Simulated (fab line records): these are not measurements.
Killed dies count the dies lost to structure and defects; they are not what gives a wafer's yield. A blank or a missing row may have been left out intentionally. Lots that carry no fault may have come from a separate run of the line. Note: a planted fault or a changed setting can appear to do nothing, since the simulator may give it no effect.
Which tool is to blame? | flow sky130 | Sampling: 13 lots, 39 wafers, 4 of 708 route steps

WHAT THE GAUGES SHOWED, per wafer
SKY_NWELL_RS_MEAS_31: measures by four-point-probe. Usual: for PWDE_RS the level is 5268 ohm/sq and the standard deviation is 20.
lot  | measured     | on           | PWDE_RS (ohm/sq) | flag
L822 | day 6 07:28  | filmMetro-03 | 5288 5279 5304   | 
L823 | day 6 08:21  | filmMetro-04 | 5248 5268 5266   | 
L825 | day 6 11:17  | filmMetro-04 | 5261 5249 5247   | 
L824 | day 6 11:37  | filmMetro-03 | 5285 5278 5268   | 
L826 | day 6 20:05  | filmMetro-03 | 5252 5269 5284   | 
L828 | day 7 09:28  | filmMetro-01 | 5239 5252 5254   | 
L829 | day 7 14:08  | filmMetro-04 | 5221 5238 5254   | 
L830 | day 7 15:41  | filmMetro-04 | 5256 5235 5263   | 
L836 | day 9 11:08  | filmMetro-04 | 5268 5288 5262   | 
L837 | day 9 16:05  | filmMetro-04 | 5288 5271 5268   | 
L841 | day 11 13:39 | filmMetro-03 | 5256 5271 5268   | 
L842 | day 11 23:58 | filmMetro-03 | 5268 5254 5259   | 
L843 | day 12 00:18 | filmMetro-04 | 5264 5271 5264   | 

SKY_GATE_OXIDE_OVL_MEAS_10. Usual: for GATE_OXIDE_OVL the level is -0.6 nm and the standard deviation is 1.5.
lot  | measured     | on         | GATE_OXIDE_OVL (nm) | flag
L822 | day 14 23:37 | overlay-02 | -0.4 0.7 -1.2       | 
L823 | day 15 01:52 | overlay-02 | 1.9 1.1 0.3         | 
L825 | day 15 05:52 | overlay-01 | -0.3 0.6 -0.5       | 
L824 | day 15 06:10 | overlay-01 | -1.3 0.8 1.6        | 
L826 | day 15 18:55 | overlay-02 | -2.6 -2.8 -2.6      | 
L828 | day 16 15:43 | overlay-02 | 1.1 0.3 2.9         | 
L829 | day 16 20:58 | overlay-02 | -3.6 -2.5 -0.4      | 
L830 | day 16 20:40 | overlay-01 | 0.8 0.1 -1.2        | 
L836 | day 19 15:07 | overlay-02 | 1.6 1.0 0.9         | 
L837 | day 19 23:20 | overlay-01 | -2.2 -0.7 -1.3      | 
L841 | day 22 07:43 | overlay-02 | 0.8 -0.4 -2.1       | 
L842 | day 23 01:43 | overlay-02 | -1.8 -1.7 -2.6      | 
L843 | day 23 00:31 | overlay-02 | -2.7 -1.7 -2.0      | 

WHAT TOOL EACH LOT RAN ON (gives the tool, then ch and the chambers of the sampled wafers, and finally the start)
lot  | SKY_FIELD_ISO_ETCH_14            | SKY_VT_ADJUST_PCH_EXPOSE_04
L822 | rieDiel-03 ch 2,3, day 3 02:50   | ilineStepper-01 ch 0, day 11 00:16
L823 | rieDiel-01 ch 1,2, day 3 03:17   | ilineStepper-01 ch 0, day 11 00:37
L825 | rieDiel-03 ch 0,3, day 3 07:14   | ilineStepper-02 ch 0, day 11 03:56
L824 | rieDiel-04 ch 0,1,2, day 3 07:26 | ilineStepper-02 ch 0, day 11 06:20
L826 | rieDiel-01 ch 0,2,3, day 3 11:50 | ilineStepper-02 ch 0, day 11 14:33
L828 | rieDiel-04 ch 0,3, day 3 21:26   | ilineStepper-02 ch 0, day 12 08:46
L829 | rieDiel-04 ch 0,1,3, day 4 02:41 | ilineStepper-01 ch 0, day 12 15:00
L830 | rieDiel-01 ch 0,1,3, day 4 04:53 | ilineStepper-02 ch 0, day 12 16:43
L836 | rieDiel-04 ch 1,2,3, day 5 18:53 | ilineStepper-01 ch 0, day 15 00:41
L837 | rieDiel-04 ch 0,1,3, day 5 23:47 | ilineStepper-01 ch 0, day 15 09:00
L841 | rieDiel-04 ch 0,2,3, day 6 18:53 | ilineStepper-01 ch 0, day 17 14:55
L842 | rieDiel-01 ch 0,3, day 7 01:56   | ilineStepper-02 ch 0, day 18 04:05
L843 | rieDiel-04 ch 0,2,3, day 7 04:35 | ilineStepper-02 ch 0, day 18 04:55
- SKY_FIELD_ISO_ETCH_14: etches BARC in N2/H2, stops on SiO2, time 45.9 s, target depth 60 nm.
- SKY_VT_ADJUST_PCH_EXPOSE_04: exposes mask NWM, target cd 840 nm.

AS READ BY THE TOOLS THEMSELVES (means over the sampled wafers that have a number; for cases with no such wafer, the mark the record gives instead)
SKY_FIELD_ISO_ETCH_14. Usual: chamberPressureMTorr 29.998 mTorr, standard deviation 0.029; drypumpMotorCurrentA 5.7 A, standard deviation 0.53; oesProductAu 0.855 a.u., standard deviation 0.0046; throttleValvePct 13.224 %, standard deviation 0.0087.
lot  | tool       | chamberPressureMTorr (mTorr) | drypumpMotorCurrentA (A) | oesProductAu (a.u.) | throttleValvePct (%) | flag
L822 | rieDiel-03 | 29.986                       | 5.5                      | 0.855               | 13.220               | 
L823 | rieDiel-01 | 29.990                       | 5.1                      | 0.855               | 13.224               | 
L825 | rieDiel-03 | 29.990                       | 5.4                      | 0.855               | 13.214               | 
L824 | rieDiel-04 | 30.006                       | 5.7                      | 0.858               | 13.221               | 
L826 | rieDiel-01 | 29.960                       | 5.7                      | 0.853               | 13.231               | 
L828 | rieDiel-04 | 29.994                       | 5.9                      | 0.853               | 13.224               | 
L829 | rieDiel-04 | 29.987                       | 6.0                      | 0.855               | 13.215               | 
L830 | rieDiel-01 | 30.021                       | 5.8                      | 0.859               | 13.223               | 
L836 | rieDiel-04 | 29.974                       | 6.0                      | 0.857               | 13.223               | 
L837 | rieDiel-04 | 29.997                       | 6.0                      | 0.855               | 13.220               | 
L841 | rieDiel-04 | 29.997                       | 6.0                      | 0.851               | 13.231               | 
L842 | rieDiel-01 | 29.978                       | 6.2                      | 0.856               | 13.223               | 
L843 | rieDiel-04 | 29.997                       | 6.0                      | 0.855               | 13.223               | 

SKY_VT_ADJUST_PCH_EXPOSE_04. Usual: 255.00 for exposureDoseMJCm2, sd 0.24.
lot  | tool            | exposureDoseMJCm2 | flag
L822 | ilineStepper-01 | 255.12            | 
L823 | ilineStepper-01 | 255.10            | 
L825 | ilineStepper-02 | 254.85            | 
L824 | ilineStepper-02 | 254.90            | 
L826 | ilineStepper-02 | 254.74            | 
L828 | ilineStepper-02 | 255.22            | 
L829 | ilineStepper-01 | 255.32            | 
L830 | ilineStepper-02 | 255.37            | 
L836 | ilineStepper-01 | 234.87            | OFF
L837 | ilineStepper-01 | 235.13            | OFF
L841 | ilineStepper-01 | 235.20            | OFF
L842 | ilineStepper-02 | 255.09            | 
L843 | ilineStepper-02 | 255.06            | 

THE ANSWER, worked out from the rows above alone
Rule: a lot is off if the mean of its wafers that have a number lies more than 3 standard deviations from the usual mean. A lot without any number at a reading at which 4 lots or more have one is off too. Where the step has rows for the other lots, those lots are counted as sound. The gauges are gone through in route order, then the tools' own readings, and for those a lot's mean is taken as printed above. At the first step where some lot is off, the reading lying furthest off is the one used; lots without a number count as furthest.
Off: L836, L837, L841 (SKY_VT_ADJUST_PCH_EXPOSE_04, exposureDoseMJCm2).
If a tool, at that step or one of the process steps before it, ran each lot that is off and ran no sound lot following the first of them, it fits. One candidate fits, namely ilineStepper-01 at SKY_VT_ADJUST_PCH_EXPOSE_04. A fault onset in the window from L829 (day 12 15:00, its last sound lot) to L836 (day 15 00:41, its first lot off) fits.
On the lots that are off, the tool's own readings at SKY_VT_ADJUST_PCH_EXPOSE_04 differ by more than 5 times the standard deviation of the sound lots' means, which bears it out; exposureDoseMJCm2 reads 235.07 there versus 255.08 on the sound lots.

WHAT THE SIMULATOR HAD PUT IN
Drift in process parameters on ilineStepper-01 at SKY_VT_ADJUST_PCH_EXPOSE_04, starting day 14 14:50. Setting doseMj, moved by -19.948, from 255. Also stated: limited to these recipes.
Lots struck among those shown: L836, L837, L841. The rule above reached the same finding.
